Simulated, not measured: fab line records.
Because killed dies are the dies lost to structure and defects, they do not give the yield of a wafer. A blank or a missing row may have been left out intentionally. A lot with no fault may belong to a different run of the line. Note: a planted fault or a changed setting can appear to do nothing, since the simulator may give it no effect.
What tool caused it? + flow gf180mcu + 42 wafers from 14 lots sampled at 2 of the route's 602 steps

== WHAT THE GAUGES SHOWED, per wafer ==
GF_HV_LDD_OVL_MEAS_08. Usual: for HV_LDD_OVL the level is 0.2 nm and the standard deviation is 1.3.
| lot  | measured     | on         | HV_LDD_OVL (nm) | flag |
|------|--------------|------------|-----------------|------|
| L613 | day 10 11:04 | overlay-01 | 3.0 2.9 0.7     |      |
| L616 | day 11 03:55 | overlay-01 | -1.5 -0.9 -0.5  |      |
| L618 | day 11 11:42 | overlay-01 | -0.7 -1.1 -0.5  |      |
| L621 | day 12 13:45 | overlay-02 | 1.4 1.9 0.2     |      |
| L623 | day 13 07:07 | overlay-02 | 0.1 0.5 -0.2    |      |
| L625 | day 13 20:03 | overlay-01 | 2.1 1.2 1.1     |      |
| L626 | day 14 06:08 | overlay-02 | -0.5 0.9 0.5    |      |
| L627 | day 14 10:41 | overlay-02 | 0.2 1.3 -0.7    |      |
| L628 | day 14 13:33 | overlay-01 | -1.2 -0.7 1.7   |      |
| L630 | day 15 04:27 | overlay-02 | 2.8 1.6 1.5     |      |
| L631 | day 15 11:22 | overlay-01 | 1.6 -0.1 0.4    |      |
| L632 | day 16 00:19 | overlay-02 | 1.7 1.0 0.2     |      |
| L634 | day 16 12:11 | overlay-01 | -0.3 -1.2 -0.9  |      |
| L636 | day 17 02:13 | overlay-02 | -0.3 1.3 -2.2   |      |

== WHAT TOOL EACH LOT RAN ON (gives the tool, then ch and the chambers of the sampled wafers, and finally the start) ==
| lot  | GF_VT_IMPLANT_STRIP_31              |
|------|-------------------------------------|
| L613 | plasmaAsher-01 ch 0,1, day 7 08:08  |
| L616 | plasmaAsher-01 ch 0, day 7 22:58    |
| L618 | plasmaAsher-02 ch 0,1, day 8 06:09  |
| L621 | plasmaAsher-01 ch 0,1, day 9 04:05  |
| L623 | plasmaAsher-02 ch 0,1, day 9 16:13  |
| L625 | plasmaAsher-03 ch 0,1, day 10 06:48 |
| L626 | plasmaAsher-02 ch 0,1, day 10 14:33 |
| L627 | plasmaAsher-03 ch 0,1, day 10 20:14 |
| L628 | plasmaAsher-03 ch 0, day 10 22:13   |
| L630 | plasmaAsher-03 ch 0,1, day 11 11:07 |
| L631 | plasmaAsher-01 ch 0,1, day 11 18:10 |
| L632 | plasmaAsher-01 ch 0,1, day 12 02:25 |
| L634 | plasmaAsher-01 ch 0,1, day 12 15:30 |
| L636 | plasmaAsher-02 ch 0,1, day 13 04:34 |
- GF_VT_IMPLANT_STRIP_31: strips in O2/N2.

== AS READ BY THE TOOLS THEMSELVES (means over the sampled wafers that have a number; for cases with no such wafer, the mark the record gives instead) ==
GF_VT_IMPLANT_STRIP_31. Usual: drypumpMotorCurrentA 5.4 A, standard deviation 0.56; heaterPowerW 347 W, standard deviation 25; o2FlowSccm 3000 sccm, standard deviation 9.2; oesProductAu 0.716 a.u., standard deviation 0.0047; stripTimeToEndpointS 12.64 s, standard deviation 0.033.
| lot  | tool           | drypumpMotorCurrentA (A) | heaterPowerW (W) | o2FlowSccm (sccm) | oesProductAu (a.u.) | stripTimeToEndpointS (s) | flag |
|------|----------------|--------------------------|------------------|-------------------|---------------------|--------------------------|------|
| L613 | plasmaAsher-01 | 5.8                      | 351              | 3005              | 0.717               | 12.62                    |      |
| L616 | plasmaAsher-01 | 6.1                      | 336              | 3007              | 0.713               | 12.60                    |      |
| L618 | plasmaAsher-02 | 4.8                      | 355              | 3005              | 0.720               | 12.69                    |      |
| L621 | plasmaAsher-01 | 5.4                      | 363              | 2996              | 0.716               | 12.66                    |      |
| L623 | plasmaAsher-02 | 5.0                      | 354              | 3004              | 0.714               | 12.66                    |      |
| L625 | plasmaAsher-03 | 5.7                      | 316              | 3001              | 0.715               | 12.66                    |      |
| L626 | plasmaAsher-02 | 4.8                      | 345              | 2994              | 0.713               | 12.64                    |      |
| L627 | plasmaAsher-03 | 6.0                      | 317              | 2996              | 0.717               | 12.60                    |      |
| L628 | plasmaAsher-03 | 6.2                      | 307              | 3011              | 0.716               | 12.66                    |      |
| L630 | plasmaAsher-03 | 5.7                      | 328              | 3000              | 0.720               | 12.59                    |      |
| L631 | plasmaAsher-01 | 5.4                      | 370              | 2998              | 0.712               | 12.66                    |      |
| L632 | plasmaAsher-01 | 5.8                      | 350              | 3000              | 0.715               | 12.64                    |      |
| L634 | plasmaAsher-01 | 5.4                      | 369              | 3003              | 0.718               | 12.62                    |      |
| L636 | plasmaAsher-02 | 4.9                      | 355              | 2998              | 0.711               | 12.61                    |      |

== THE ANSWER, worked out from the rows above alone ==
Rule: a lot is off if the mean of its wafers that have a number lies more than 3 standard deviations from the usual mean. Also off: a lot with no number at a reading for which 4 or more lots have one. Where the step has rows for the other lots, those lots are counted as sound. The gauges are gone through in route order, then the tools' own readings, and for those a lot's mean is taken as printed above. The first step at which some lot is off is used, and at that step the reading that is off furthest; a lot without a number counts as furthest.
Across all readings shown, no lot is off: no conclusion can be drawn from this.

== WHAT THE SIMULATOR HAD PUT IN ==
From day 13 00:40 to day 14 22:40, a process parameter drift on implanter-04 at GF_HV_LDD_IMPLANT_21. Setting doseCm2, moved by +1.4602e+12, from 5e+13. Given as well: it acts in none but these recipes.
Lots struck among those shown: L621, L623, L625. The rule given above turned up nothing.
